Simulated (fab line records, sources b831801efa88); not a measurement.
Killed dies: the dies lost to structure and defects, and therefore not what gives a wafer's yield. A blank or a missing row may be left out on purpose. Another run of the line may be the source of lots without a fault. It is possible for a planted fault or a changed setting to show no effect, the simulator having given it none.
Comparing a struck lot with a sound one || flow sky130 || 18 out of 708 route steps
Sound: the wafers L512.1, L512.4, L512.5. Struck: wafers L529.1, L529.6. (L529.3 of the same lot was not struck and is left out.) The cause comes at the end.
Per side, at each step with rows, come the tool, then ch with its chambers, and then its first start. Under that, the readings that differ: sound wafers || struck wafers || difference of the means || sigmas: that difference in standard deviations of wafers without a fault.
alike: readings with means less than 2 such deviations apart, plus words and numbers identical on both sides. not compared: withheld readings, readings lacking a value on some wafer, bounds such as >300 that could conceal the same value, and numbers that have no deviation in the record and whose values overlap.
The two part at a step that has a row with sigmas, a row that says differs or no value, or rows on one side only. Numbers that don't overlap but have no deviation are shown without sigmas and don't part them. Lack of a reading on every wafer of one side parts them only where that side has two or more wafers.

first, 1 step without rows for these wafers: SKY_FIELD_ISO_DEVELOP_12 (develop time 60 s).
SKY_FIELD_ISO_CD_MEAS_13: target cd 150 nm.
  sound on cd_sem-01, day 3 14:52; struck on cd_sem-01, day 7 06:20
  alike: cd_nm
SKY_FIELD_ISO_ETCH_14: etches BARC in N2/H2, stops on SiO2, time 45.9 s, target depth 60 nm.
  sound on rie_diel-03 ch 0,3, day 3 14:59; struck on rie_diel-03 ch 0,3, day 7 06:28
  alike: drypump_motor_current_A, oes_product_au, throttle_valve_pct
  not compared: rf_hours_counter_h
SKY_FIELD_ISO_ETCH_15: etches the open film in CHF3/O2, stops on Si, target depth 180 nm, time 72 s.
  sound on rie_diel-03 ch 0,3, day 3 15:02; struck on rie_diel-03 ch 0,3, day 7 06:30
  alike: drypump_motor_current_A, oes_product_au, throttle_valve_pct
  not compared: rf_hours_counter_h
SKY_FIELD_ISO_STRIP_16: strips in O2/N2.
  sound on plasma_asher-02 ch 0,1, day 3 15:05; struck on plasma_asher-04 ch 0,1, day 7 06:34
  alike: drypump_motor_current_A, oes_product_au, strip_time_to_endpoint_s
  not compared: rf_hours_counter_h
SKY_FIELD_ISO_ETCH_17: etches Si in HBr/Cl2/O2, target depth 342 nm, time 97.7 s.
  sound on rie_si-01 ch 1,2,3, day 3 15:11; struck on rie_si-01 ch 0, day 7 06:40
  alike: drypump_motor_current_A, oes_product_au, throttle_valve_pct
  not compared: rf_hours_counter_h
then, 5 steps without rows for these wafers: SKY_FIELD_ISO_WET_ETCH_18 (etches Si3N4 in H3PO4, target depth 25 nm, time 286 s); SKY_FIELD_ISO_CLEAN_19 (cleans in SC1/SC2, time 150 s); SKY_FIELD_ISO_CLEAN_20 (cleans in dHF, time 20 s); SKY_FIELD_ISO_WET_ETCH_21 (etches SiO2 in dHF, target depth 20 nm, time 400 s); SKY_FIELD_ISO_OXIDATION_22 (stabilise 600 s, purge 300 s, target thk 10 nm).
SKY_FIELD_ISO_THK_MEAS_23:
  sound on film_metro-02, day 3 16:43; struck on film_metro-02, day 7 10:41
  alike: FIELD_ISO_OXIDATION_01_THK
SKY_FIELD_ISO_CVD_24: deposits SiO2, target thk 595 nm, time 99.2 s.
  sound on hdpcvd-01 ch 1,2, day 3 16:46; struck on hdpcvd-02 ch 1,2, day 7 10:44
{"reading": "model.SiO2_of_FIELD_ISO_CVD_24.thk_nm (nm)", "sound": "587.5 588.1 580.3", "struck": "816 819.3", "difference": "+232", "sigmas": ""}
SKY_FIELD_ISO_THK_MEAS_25:
  sound on film_metro-03, day 3 16:50; struck on film_metro-03, day 7 10:49
{"reading": "FIELD_ISO_CVD_24_THK (nm)", "sound": "587 588 580", "struck": "816 820", "difference": "+233", "sigmas": "+38"}
then, 1 step without rows for these wafers: SKY_FIELD_ISO_ANNEAL_26 (time 1800 s).
SKY_FIELD_ISO_CMP_27: polishes, stops on Si3N4, t overpolish 16 s, target thk 457.8 nm.
  sound on cmp-01 ch 0,1, day 3 18:24; struck on cmp-01 ch 3, day 7 14:27
{"reading": "motor_current_A (A)", "sound": "13.3 11.7 14.8", "struck": "9.7 9.4", "difference": -3.7, "sigmas": -2}
{"reading": "time_to_endpoint_s (s)", "sound": "111 100 109", "struck": "149 153", "difference": "+44", "sigmas": "+11"}
  alike: slurry_filter_dp_kPa
then, 2 steps without rows for these wafers: SKY_FIELD_ISO_WET_ETCH_28 (etches SiO2 in dHF, target depth 23.7 nm, time 47 s); SKY_PAD_OPEN_PROBE_99.

WHERE THEY PART
At SKY_FIELD_ISO_THK_MEAS_25 first; at SKY_FIELD_ISO_CMP_27 last (within this record only).

WHY: the cause the simulator had injected
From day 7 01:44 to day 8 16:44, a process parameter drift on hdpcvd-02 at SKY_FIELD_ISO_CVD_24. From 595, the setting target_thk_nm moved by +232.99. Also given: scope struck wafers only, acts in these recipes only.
